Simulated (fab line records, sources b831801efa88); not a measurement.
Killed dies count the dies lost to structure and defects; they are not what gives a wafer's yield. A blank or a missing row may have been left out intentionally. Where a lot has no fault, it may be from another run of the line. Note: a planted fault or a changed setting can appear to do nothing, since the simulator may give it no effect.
fab line records	flow sky130
record: lots: 6	wafers: 18	last-day: 50
route steps=708 shown VIA4@644 METAL5@661 PAD_OPEN@708
lots that met no fault: taken from a fault-free run of the same line
start-h: start of the lot's first displayed wafer, in hours after the record's first day	wait-h: time in hours since the lot's previous step	" identical to the entry in the row above	L1.1+2: a row that stands for several wafers	- no value, or no start given	* or withheld: withheld	< > ~ a bound
route shown NAME@n: names a module that has steps shown in the file, with the first one's number in the route	usual: the fault-free wafers' mean and standard deviation	same: alike in all rows	chamber/n: place in a boat	sites: each site's reading	_std_site: their standard deviation	_edge_site: the outer-site mean with the inner-site mean subtracted	radius-mm: for every site, how far away it sits from the centre of the wafer	mask NAME#n: copy n	behind: the most recent tool/chamber to have shaped the wafer	hold: why the lot went on hold/how many hours it stayed there/how the hold came to an end	device: the n, p or np transistor that did not switch	end of line: the tests these same wafers got at the end of their route	for a step that has no rows: nothing shown but its recipe	killed: dies that structure and defects cost at the first sort, which is not the same as the wafer's yield	map: a wafer's dies, x killed, . not, _ none there
set.NAME: the setting that was run; set.NAME@STEP: the one run at that earlier step	model.NAME: the simulator's own value behind a step, which no gauge read
certain route steps with their lots: each step a table, each wafer a row
services: when a tool's chamber went out of use (start-h, in hours from the record's first day, below 0 if earlier), for how many hours, and the reason
== steps ==
step: SKY_VIA4_HMDS_05
recipe: prime-time-s: 60	prime-temp-c: 120
step: SKY_VIA4_COAT_06
recipe: resist: NOVOLAK	spin-rpm: 3000	resist-thk-nm: 1140
step: SKY_VIA4_SOFTBAKE_07
recipe: temp-c: 90	time-s: 60	resist: NOVOLAK
step: SKY_VIA4_EXPOSE_08
recipe: mask-id: VIM4	na: 0.6	source-shape: conventional	sigma-outer: 0.6	polarization: unpolarized	target-cd-nm: 800	dose-mj: 132
step: SKY_VIA4_PEB_09
recipe: temp-c: withheld	time-s: *	resist: NOVOLAK
step: SKY_VIA4_DEVELOP_10
recipe: resist: NOVOLAK	developer: TMAH	develop-time-s: 60	dev-temp-c: 23
step: SKY_VIA4_OVL_MEAS_11
usual: VIA4_OVL: 1.2/1.4
lot.wafer	tool	chamber	start-h	wait-h	VIA4_OVL[nm]
L870.1	overlay-01	-	997.53	0.1	0.3
L870.4	"	-	"	"	2.5
L870.5	"	-	"	"	1.7
L871.2	overlay-01	-	1010.10	0.1	2.2
L871.3	"	-	"	"	4.0
L871.4	"	-	"	"	3.9
L880.1	overlay-02	-	1071.84	0.1	-1.1
L880.2	"	-	"	"	0.1
L880.3	"	-	"	"	-0.2
L883.1	overlay-01	-	1089.44	0.1	3.4
L883.2	"	-	"	"	1.4
L883.4	"	-	"	"	0.7
L889.4	overlay-01	-	1119.96	0.1	0.7
L889.5	"	-	"	"	0.6
L889.6	"	-	"	"	-0.5
L893.1	overlay-02	-	1138.93	0.1	0.8
L893.3	"	-	"	"	1.0
L893.5	"	-	"	"	-0.8
step: SKY_VIA4_ETCH_12
recipe: target: SiO2	chemistry: C4F8/O2/Ar	stop-on: TiN	mask-material: NOVOLAK	source-w: 1500	bias-w: 1200	pressure-mtorr: 40	c4f8-flow-sccm: withheld	O2_flow_sccm: 6	Ar_flow_sccm: 300	time-s: withheld	target-depth-a: 5800
step: SKY_VIA4_STRIP_13
recipe: chemistry: O2/N2	power-w: 1400	pressure-mtorr: 1500	platen-temp-c: withheld	o2-flow-sccm: 3000	n2-flow-sccm: 300	overash-fraction: 0.5
step: SKY_VIA4_STRIP_14
recipe: chemistry: post-etch-residue-remover	time-s: 1200	temp-c: 72.5
step: SKY_VIA4_CLEAN_15
recipe: chemistry: IPA	time-s: 180	temp-c: 25
step: SKY_VIA4_CLEAN_16
recipe: chemistry: O3/DIW	dry: n2-spin
step: SKY_VIA4_SPUTTER_17
recipe: material: TiN	target-thk-nm: 20	chamber-pressure-pa: 5	power-w: 4000	time-s: 80
usual: cathode-dc-power-W: 4000.1/0.68	throttle-valve-pct: 30.0/0.84
lot.wafer	tool	chamber	start-h	wait-h	cathode-dc-power-W	throttle-valve-pct	model.TiN_of_VIA4_SPUTTER_17.thk-nm
L870.1	pvd-sputter-02	-	998.29	0.0	4001.5	27.6	19.98
L870.4	"	-	"	"	4000.7	27.6	19.96
L870.5	"	-	"	"	4000.9	31.6	19.87
L871.2	pvd-sputter-04	-	1010.80	0.0	3999.2	30.5	20.07
L871.3	"	-	"	"	4000.5	30.7	20.11
L871.4	"	-	"	"	4000.2	29.6	20.15
L880.1	pvd-sputter-04	-	1072.60	0.0	3999.5	29.6	11.99
L880.2	"	-	"	"	4001.6	30.4	11.97
L880.3	"	-	"	"	3999.4	29.6	12.11
L883.1	pvd-sputter-04	-	1090.38	0.0	4000.3	30.6	11.79
L883.2	"	-	"	"	3999.8	30.4	11.98
L883.4	"	-	"	"	4000.5	29.6	11.91
L889.4	pvd-sputter-03	-	1120.64	0.0	3999.5	29.9	20.26
L889.5	"	-	"	"	3999.9	31.0	20.26
L889.6	"	-	"	"	4000.7	30.5	20.31
L893.1	pvd-sputter-02	-	1139.63	0.0	4001.0	31.4	20.18
L893.3	"	-	"	"	4000.3	29.3	20.21
L893.5	"	-	"	"	4000.0	30.7	20.18
step: SKY_VIA4_CVD_18
recipe: material: W	target-thk-nm: 505	time-s: 152.14	temp-c: 400	pressure-torr: 40
usual: heater-power-w: 920/79
lot.wafer	tool	chamber	start-h	wait-h	heater-power-w
L870.1	cvd-w-02	1	998.35	0.0	871
L870.4	"	1	"	"	868
L870.5	"	1	"	"	873
L871.2	cvd-w-01	1	1010.86	0.0	1046
L871.3	"	1	"	"	1061
L871.4	"	0	"	"	861
L880.1	cvd-w-02	0	1072.66	0.0	925
L880.2	"	1	"	"	859
L880.3	"	1	"	"	853
L883.1	cvd-w-01	0	1090.44	0.0	859
L883.2	"	1	"	"	1033
L883.4	"	0	"	"	879
L889.4	cvd-w-02	1	1120.86	0.2	858
L889.5	"	1	"	"	856
L889.6	"	1	"	"	854
L893.1	cvd-w-01	0	1139.69	0.0	906
L893.3	"	1	"	"	1036
L893.5	"	0	"	"	879
step: SKY_VIA4_RS_MEAS_19
recipe: thk-meas-gauge: four-point-probe	reads: W_of_VIA4_CVD_18+TiN_of_VIA4_SPUTTER_17
usual: VIA4_W_RS: 0.2252/0.0022
lot.wafer	tool	chamber	start-h	wait-h	VIA4_W_RS[ohm/sq]
L870.1	film-metro-03	-	998.50	0.1	0.2253
L870.4	"	-	"	"	0.2261
L870.5	"	-	"	"	0.2229
L871.2	film-metro-03	-	1011.03	0.1	0.2253
L871.3	"	-	"	"	0.2239
L871.4	"	-	"	"	0.2243
L880.1	film-metro-04	-	1072.81	0.1	0.2252
L880.2	"	-	"	"	0.2221
L880.3	"	-	"	"	0.2207
L883.1	film-metro-04	-	1090.59	0.1	0.2281
L883.2	"	-	"	"	0.2269
L883.4	"	-	"	"	0.2268
L889.4	film-metro-04	-	1121.07	0.2	0.2195
L889.5	"	-	"	"	0.2204
L889.6	"	-	"	"	0.2194
L893.1	film-metro-03	-	1139.84	0.1	0.2270
L893.3	"	-	"	"	0.2254
L893.5	"	-	"	"	0.2272
step: SKY_VIA4_THK_MEAS_20
recipe: thk-meas-gauge: xrf	reads: W_of_VIA4_CVD_18
usual: VIA4_W_THK: 520/5.5
lot.wafer	tool	chamber	start-h	wait-h	VIA4_W_THK[nm]
L870.1	film-metro-03	-	998.62	0.1	519
L870.4	"	-	"	"	518
L870.5	"	-	"	"	526
L871.2	film-metro-03	-	1011.14	0.1	523
L871.3	"	-	"	"	529
L871.4	"	-	"	"	527
L880.1	film-metro-04	-	1072.93	0.1	519
L880.2	"	-	"	"	525
L880.3	"	-	"	"	528
L883.1	film-metro-04	-	1090.71	0.1	513
L883.2	"	-	"	"	513
L883.4	"	-	"	"	515
L889.4	film-metro-04	-	1121.16	0.1	533
L889.5	"	-	"	"	534
L889.6	"	-	"	"	534
L893.1	film-metro-03	-	1139.96	0.1	520
L893.3	"	-	"	"	522
L893.5	"	-	"	"	519
step: SKY_VIA4_CMP_21
recipe: stop-on: SiO2	t-overpolish-s: 25	down-force-psi: 3.5	platen-rpm: 60	target-thk-nm: 0	pad-velocity-m-s: 0.94248
step: SKY_METAL5_SPUTTER_00
recipe: material: Ti	target-thk-nm: 15	power-w: 3000	time-s: 10	chamber-pressure-pa: 0.4
usual: cathode-dc-power-W: 3000.0/0.57	throttle-valve-pct: 30.3/0.91
lot.wafer	tool	chamber	start-h	wait-h	cathode-dc-power-W	throttle-valve-pct
L870.1	pvd-sputter-03	-	998.98	0.2	3000.1	30.7
L870.4	"	-	"	"	3000.0	30.8
L870.5	"	-	"	"	3000.4	30.5
L871.2	pvd-sputter-03	-	1011.57	0.2	3000.3	31.1
L871.3	"	-	"	"	3000.6	30.3
L871.4	"	-	"	"	2999.6	29.8
L880.1	pvd-sputter-04	-	1073.29	0.1	3000.8	29.7
L880.2	"	-	"	"	3000.6	30.4
L880.3	"	-	"	"	2999.8	30.7
L883.1	pvd-sputter-01	-	1091.11	0.2	2999.9	30.0
L883.2	"	-	"	"	3000.0	31.9
L883.4	"	-	"	"	2999.3	27.7
L889.4	pvd-sputter-04	-	1121.49	0.1	2998.9	29.7
L889.5	"	-	"	"	2999.8	29.7
L889.6	"	-	"	"	3000.4	30.3
L893.1	pvd-sputter-04	-	1140.32	0.1	2999.7	29.7
L893.3	"	-	"	"	2998.9	30.1
L893.5	"	-	"	"	2999.0	29.6
step: SKY_METAL5_SPUTTER_01
recipe: material: TiN	target-thk-nm: 20	power-w: 6500	time-s: 16.7	chamber-pressure-pa: 0.4
usual: cathode-dc-power-W: 6500.0/1.2	throttle-valve-pct: 30.3/0.91
lot.wafer	tool	chamber	start-h	wait-h	cathode-dc-power-W	throttle-valve-pct
L870.1	pvd-sputter-03	-	999.00	0.0	6499.1	30.3
L870.4	"	-	"	"	6502.0	30.9
L870.5	"	-	"	"	6500.3	30.3
L871.2	pvd-sputter-03	-	1011.59	0.0	6501.7	31.1
L871.3	"	-	"	"	6498.8	30.3
L871.4	"	-	"	"	6499.8	29.8
L880.1	pvd-sputter-04	-	1073.31	0.0	6499.7	29.7
L880.2	"	-	"	"	6499.4	30.4
L880.3	"	-	"	"	6501.5	30.3
L883.1	pvd-sputter-01	-	1091.13	0.0	6500.4	30.4
L883.2	"	-	"	"	6500.5	31.8
L883.4	"	-	"	"	6500.5	27.4
L889.4	pvd-sputter-04	-	1121.51	0.0	6500.3	29.6
L889.5	"	-	"	"	6501.4	29.6
L889.6	"	-	"	"	6500.2	30.8
L893.1	pvd-sputter-04	-	1140.35	0.0	6499.8	29.4
L893.3	"	-	"	"	6500.6	30.4
L893.5	"	-	"	"	6501.6	29.6
step: SKY_METAL5_SPUTTER_02
recipe: material: AlCu	target-thk-nm: 1150	power-w: 10600	time-s: 61.2	chamber-pressure-pa: 0.4
step: SKY_METAL5_SPUTTER_03
recipe: material: Ti	target-thk-nm: 5	power-w: 3000	time-s: 3.3	chamber-pressure-pa: 0.4
step: SKY_METAL5_SPUTTER_04
recipe: material: TiN	target-thk-nm: 70	power-w: 6500	time-s: 58.3	chamber-pressure-pa: 0.4078
usual: cathode-dc-power-W: 6499.8/1.2	throttle-valve-pct: 30.3/0.92
lot.wafer	tool	chamber	start-h	wait-h	cathode-dc-power-W	throttle-valve-pct
L870.1	pvd-sputter-03	-	999.10	0.0	6499.4	30.3
L870.4	"	-	"	"	6499.4	31.1
L870.5	"	-	"	"	6498.9	30.3
L871.2	pvd-sputter-03	-	1011.69	0.0	6500.7	30.9
L871.3	"	-	"	"	6499.5	30.5
L871.4	"	-	"	"	6502.0	29.7
L880.1	pvd-sputter-04	-	1073.41	0.0	6499.5	29.7
L880.2	"	-	"	"	6500.2	30.2
L880.3	"	-	"	"	6500.5	30.5
L883.1	pvd-sputter-01	-	1091.23	0.0	6500.1	30.0
L883.2	"	-	"	"	6499.3	31.9
L883.4	"	-	"	"	6499.0	27.7
L889.4	pvd-sputter-04	-	1121.60	0.0	6500.9	29.5
L889.5	"	-	"	"	6499.9	29.4
L889.6	"	-	"	"	6500.8	30.5
L893.1	pvd-sputter-04	-	1140.44	0.0	6500.9	29.6
L893.3	"	-	"	"	6500.6	30.3
L893.5	"	-	"	"	6500.1	29.7
step: SKY_METAL5_RS_MEAS_05
recipe: thk-meas-gauge: four-point-probe	reads: TiN_of_METAL5_SPUTTER_04+Ti_of_METAL5_SPUTTER_03+AlCu_of_METAL5_SPUTTER_02+TiN_of_METAL5_SPUTTER_01+Ti_of_METAL5_SPUTTER_00
usual: METAL5_ALCU_RS: 0.02697/0.00025
lot.wafer	tool	chamber	start-h	wait-h	METAL5_ALCU_RS[ohm/sq]
L870.1	film-metro-04	-	999.15	0.0	0.02724
L870.4	"	-	"	"	0.02675
L870.5	"	-	"	"	0.02688
L871.2	film-metro-04	-	1011.76	0.0	0.02739
L871.3	"	-	"	"	0.02763
L871.4	"	-	"	"	0.02753
L880.1	film-metro-03	-	1073.46	0.0	0.02687
L880.2	"	-	"	"	0.027
L880.3	"	-	"	"	0.02691
L883.1	film-metro-02	-	1091.28	0.0	0.02726
L883.2	"	-	"	"	0.0272
L883.4	"	-	"	"	0.02713
L889.4	film-metro-04	-	1121.71	0.1	0.0269
L889.5	"	-	"	"	0.02688
L889.6	"	-	"	"	0.02691
L893.1	film-metro-02	-	1140.49	0.0	0.02703
L893.3	"	-	"	"	0.0269
L893.5	"	-	"	"	0.02728
step: SKY_METAL5_THK_MEAS_06
recipe: thk-meas-gauge: xrf	reads: AlCu_of_METAL5_SPUTTER_02
usual: METAL5_ALCU_THK: 1153/13
lot.wafer	tool	chamber	start-h	wait-h	METAL5_ALCU_THK[nm]
L870.1	film-metro-04	-	999.27	0.1	1143
L870.4	"	-	"	"	1162
L870.5	"	-	"	"	1158
L871.2	film-metro-04	-	1011.87	0.1	1134
L871.3	"	-	"	"	1133
L871.4	"	-	"	"	1131
L880.1	film-metro-03	-	1073.58	0.1	1140
L880.2	"	-	"	"	1135
L880.3	"	-	"	"	1144
L883.1	film-metro-02	-	1091.40	0.1	1146
L883.2	"	-	"	"	1147
L883.4	"	-	"	"	1149
L889.4	film-metro-04	-	1121.80	0.1	1157
L889.5	"	-	"	"	1159
L889.6	"	-	"	"	1156
L893.1	film-metro-02	-	1140.61	0.1	1162
L893.3	"	-	"	"	1154
L893.5	"	-	"	"	1142
step: SKY_METAL5_DEHYDRATE_07
recipe: temp-c: 200	time-s: 60
step: SKY_METAL5_HMDS_08
recipe: prime-time-s: 60	prime-temp-c: 120
step: SKY_METAL5_COAT_09
recipe: resist: NOVOLAK	spin-rpm: 3000	resist-thk-nm: 1800
step: SKY_METAL5_SOFTBAKE_10
recipe: temp-c: 90	time-s: 60	resist: NOVOLAK
step: SKY_METAL5_EXPOSE_11
recipe: mask-id: MM5	na: 0.6	source-shape: conventional	sigma-outer: 0.6	polarization: unpolarized	target-cd-nm: 1600	dose-mj: 190
step: SKY_METAL5_PEB_12
recipe: temp-c: withheld	time-s: *	resist: NOVOLAK
step: SKY_METAL5_DEVELOP_13
recipe: resist: NOVOLAK	developer: TMAH	develop-time-s: 60	dev-temp-c: 23
step: SKY_METAL5_DESCUM_14
recipe: chemistry: O2	source-power-w: 150	bias-power-w: 0	pressure-mtorr: 10	temp-c: 40	time-s: 11
step: SKY_METAL5_METAL_ETCH_15
recipe: target-depth-a: 12600	stop-on: SiO2	over-etch-frac: 0.2	time-s: 252	chemistry: Cl2/BCl3	resist-sidewall-deg: 86	pressure-mtorr: 10	icp-w: 900	bias-w: 48.5	Cl2_flow_sccm: 60	bcl3-flow-sccm: 30
usual: bias-w: 48.49/0.14	drypump-motor-current-A: 5.4/0.34	oes-product-au: 0.894/0.0042	throttle-valve-pct: 22.264/0.0094
lot.wafer	tool	chamber	start-h	wait-h	bias-w	drypump-motor-current-A	oes-product-au	rf-hours-counter-h	throttle-valve-pct	model.etch.depth-nm	model.METAL5.feature-depth-nm
L870.1	rie-metal-01	1	1022.23	0.0	48.20	5.6	0.889	5	22.269	1252	1252
L870.4	"	0	"	"	48.38	4.8	0.893	-	22.267	1256	1256
L870.5	"	0	"	"	48.42	4.9	0.901	-	22.257	1267	1267
L871.2	rie-metal-01	1	1035.18	0.0	48.51	5.6	0.889	6	22.274	1264	1264
L871.3	"	0	"	"	48.50	4.8	0.890	-	22.269	1255	1255
L871.4	"	1	"	"	48.62	5.6	0.892	-	22.263	1260	1260
L880.1	rie-metal-01	1	1094.14	0.0	48.60	5.7	0.893	10	22.268	1254	1254
L880.2	"	0	"	"	48.47	4.9	0.901	9	22.274	1262	1262
L880.3	"	1	"	"	48.56	5.7	0.896	-	22.269	1267	1267
L883.1	rie-metal-04	1	1111.24	0.0	48.56	5.8	0.904	27	22.274	1262	1262
L883.2	"	0	"	"	48.56	5.3	0.895	21	22.263	1266	1266
L883.4	"	1	"	"	48.22	5.8	0.896	-	22.249	1257	1257
L889.4	rie-metal-03	1	1140.72	0.1	48.51	5.0	0.904	-	22.270	1267	1267
L889.5	"	0	"	"	48.36	5.7	0.889	-	22.270	1253	1253
L889.6	"	1	"	"	48.34	5.0	0.902	-	22.273	1266	1266
L893.1	rie-metal-01	1	1158.75	0.0	48.47	5.7	0.897	14	22.280	1263	1263
L893.3	"	0	"	"	48.63	4.9	0.896	-	22.269	1267	1267
L893.5	"	0	"	"	48.48	4.9	0.891	-	22.262	1251	1251
step: SKY_METAL5_STRIP_16
recipe: chemistry: O2/N2	power-w: 1400	pressure-mtorr: 1500	platen-temp-c: withheld	o2-flow-sccm: 3000	n2-flow-sccm: 300	overash-fraction: 0.5
usual: drypump-motor-current-A: 5.6/0.31	oes-product-au: 0.710/0.0046	strip-time-to-endpoint-s: 13.03/0.1
lot.wafer	tool	chamber	start-h	wait-h	drypump-motor-current-A	oes-product-au	rf-hours-counter-h	strip-time-to-endpoint-s
L870.1	plasma-asher-03	1	1022.47	0.2	5.3	0.714	28	13.02
L870.4	"	0	"	"	5.7	0.709	-	12.98
L870.5	"	1	"	"	5.3	0.704	-	13.06
L871.2	plasma-asher-01	1	1035.42	0.2	5.5	0.705	58	13.07
L871.3	"	1	"	"	5.5	0.713	-	12.88
L871.4	"	0	"	"	5.4	0.712	-	12.96
L880.1	plasma-asher-01	0	1094.38	0.2	5.3	0.715	64	12.96
L880.2	"	1	"	"	5.5	0.718	64	12.93
L880.3	"	1	"	"	5.5	0.715	-	13.07
L883.1	plasma-asher-03	0	1111.48	0.2	5.7	0.706	37	12.99
L883.2	"	1	"	"	5.3	0.715	37	12.94
L883.4	"	1	"	"	5.3	0.713	-	12.91
L889.4	plasma-asher-03	1	1140.91	0.1	5.3	0.708	-	12.84
L889.5	"	0	"	"	5.7	0.716	-	12.91
L889.6	"	1	"	"	5.3	0.711	-	12.87
L893.1	plasma-asher-04	1	1158.98	0.2	6.3	0.709	9	12.99
L893.3	"	1	"	"	6.3	0.708	-	12.95
L893.5	"	0	"	"	5.6	0.716	-	13.08
step: SKY_PAD_OPEN_PROBE_99
usual: defect-limited-yield: 82.2/1.7	killed_at_M0_to_M3: 44/6.3	killed_at_M4_up: 3.1/2	killed-at-contacts: 24/4.8	killed-at-front-end: 15/4.6	killed-at-other: 0.2/0.51	killed-dies: 87/8.4	killed-open: 48/6.4	killed-short: 39/5.9	sort_bin_3_pad_short: 0.9/0.41	sort_bin_5_function: 10.5/1.4	sort_bin_6_memory: 6.3/1.1	sort-n-pass: 405/8.4	sort-yield-pct: 82.2/1.7
same: gross-dies: 492	killed-at-back-side: 0	sort_bin_4_leakage[%]: 0	sort_bin_8_speed[%]: 0
lot.wafer	tool	chamber	start-h	wait-h	defect-limited-yield[%]	killed_at_M0_to_M3	killed_at_M4_up	killed-at-contacts	killed-at-front-end	killed-at-other	killed-dies	killed-open	killed-short	sort_bin_3_pad_short[%]	sort_bin_5_function[%]	sort_bin_6_memory[%]	sort-n-pass	sort-yield-pct[%]
L870.1	prober-02	-	1070.52	0.1	82.1	47	0	22	19	0	88	50	38	0.4	10.6	6.9	404	82.1
L870.4	prober-02	-	1070.67	0.2	82.1	52	2	21	13	0	88	51	37	0.6	10.6	6.7	404	82.1
L870.5	prober-02	-	1070.72	0.2	83.5	39	2	26	14	0	81	46	35	0.8	9.8	5.9	411	83.5
L880.1	prober-02	-	1137.65	0.1	82.9	37	0	25	22	0	84	47	37	0.8	9.1	7.1	408	82.9
L880.2	prober-02	-	1137.70	0.1	80.9	54	2	22	16	0	94	58	36	1.0	10.6	7.5	398	80.9
L880.3	prober-02	-	1137.75	0.2	82.1	52	2	25	9	0	88	50	38	1.2	11.0	5.7	404	82.1
killed by level:class
L870.1 VIA3:geometric-particle:open=8 VIA1:geometric-particle:open=8 CONTACT:geometric-particle:open=7 POLY_GATE:geometric-particle:open=6 LI_CONTACT:geometric-particle:open=6 VIA2:geometric-particle:short=5 VIA1:geometric-particle:short=5 CONTACT:geometric-particle:short=4
L870.4 VIA3:geometric-particle:open=14 VIA1:geometric-particle:open=8 METAL2:geometric-particle:short=7 VIA2:geometric-particle:open=6 CONTACT:geometric-particle:short=6 LOCAL_INTERCONNECT:geometric-particle:short=5 CONTACT:geometric-particle:open=5 METAL1:geometric-particle:open=5
L870.5 CONTACT:geometric-particle:open=10 VIA3:geometric-particle:open=9 VIA1:geometric-particle:open=7 VIA1:geometric-particle:short=7 LOCAL_INTERCONNECT:geometric-particle:short=6 VIA2:geometric-particle:open=6 LI_CONTACT:geometric-particle:open=5 FIELD_ISO:geometric-particle:open=4
L880.1 CONTACT:geometric-particle:open=11 LI_CONTACT:geometric-particle:open=10 VIA1:geometric-particle:open=7 POLY_GATE:geometric-particle:open=6 METAL1:geometric-particle:short=5 VIA1:geometric-particle:short=5 FIELD_ISO:geometric-particle:short=4 VIA2:geometric-particle:short=4
L880.2 VIA1:geometric-particle:open=23 CONTACT:geometric-particle:open=10 VIA3:geometric-particle:open=8 VIA2:geometric-particle:short=6 LI_CONTACT:geometric-particle:open=5 FIELD_ISO:geometric-particle:open=4 POLY_GATE:geometric-particle:open=4 POLY_GATE:geometric-particle:short=4
L880.3 VIA1:geometric-particle:open=14 CONTACT:geometric-particle:open=12 VIA2:geometric-particle:open=7 VIA1:geometric-particle:short=6 LI_CONTACT:geometric-particle:open=5 METAL1:geometric-particle:short=5 METAL3:geometric-particle:short=5 VIA3:geometric-particle:open=5
== services ==
tool	chamber	start-h	hours	kind
rie-metal-01	-	989.06	15.6	pm
pvd-sputter-01	-	993.96	13.2	repair
rie-metal-04	-	1007.62	0.5	repair
plasma-asher-04	-	1018.18	0.6	repair
pvd-sputter-02	-	1018.58	2.1	repair
pvd-sputter-04	1	1036.53	-	consumable-replace:kit
pvd-sputter-04	1	1036.53	18.0	scheduled-down
pvd-sputter-04	1	1036.53	18.0	vent-cycle
plasma-asher-01	-	1044.02	2.3	repair
plasma-asher-04	-	1055.25	9.0	pm
cvd-w-02	1	1056.49	4.8	repair
rie-metal-01	-	1061.38	2.8	pm
plasma-asher-01	-	1070.74	0.4	repair
cvd-w-01	-	1081.33	0.4	repair
rie-metal-03	-	1086.78	10.4	repair
plasma-asher-03	-	1094.23	1.4	repair
cvd-w-01	-	1100.26	0.7	repair
rie-metal-01	-	1101.92	14.6	pm
cvd-w-02	0	1114.67	6.8	repair
plasma-asher-01	-	1124.36	2.8	repair
rie-metal-04	-	1136.33	2.8	pm
pvd-sputter-01	-	1139.45	2.7	repair
pvd-sputter-03	-	1143.09	0.6	repair
cvd-w-02	-	1149.20	2.1	repair
== key ==
first-sign none at tools or gauges
model-effect: step: SKY_VIA4_SPUTTER_17	value: TiN_of_VIA4_SPUTTER_17.thk-nm	without: 19.96	struck: 11.96
model-effect: step: SKY_METAL5_METAL_ETCH_15	value: etch.depth-nm	without: 1257	struck: 1261
met-at SKY_VIA4_SPUTTER_17
struck-wafers L880.1,L880.2,L880.3,L883.1,L883.2,L883.4
onset-between 1010.80 1072.60
fault: kind: process-parameter-drift	tool: pvd-sputter-04	chamber: -	onset-h: 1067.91	steps: SKY_VIA4_SPUTTER_17	channel: target-thk-nm	offset: -8.0002	shape: step	end-h: 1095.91	acts-in: these-recipes-only	stated: 20
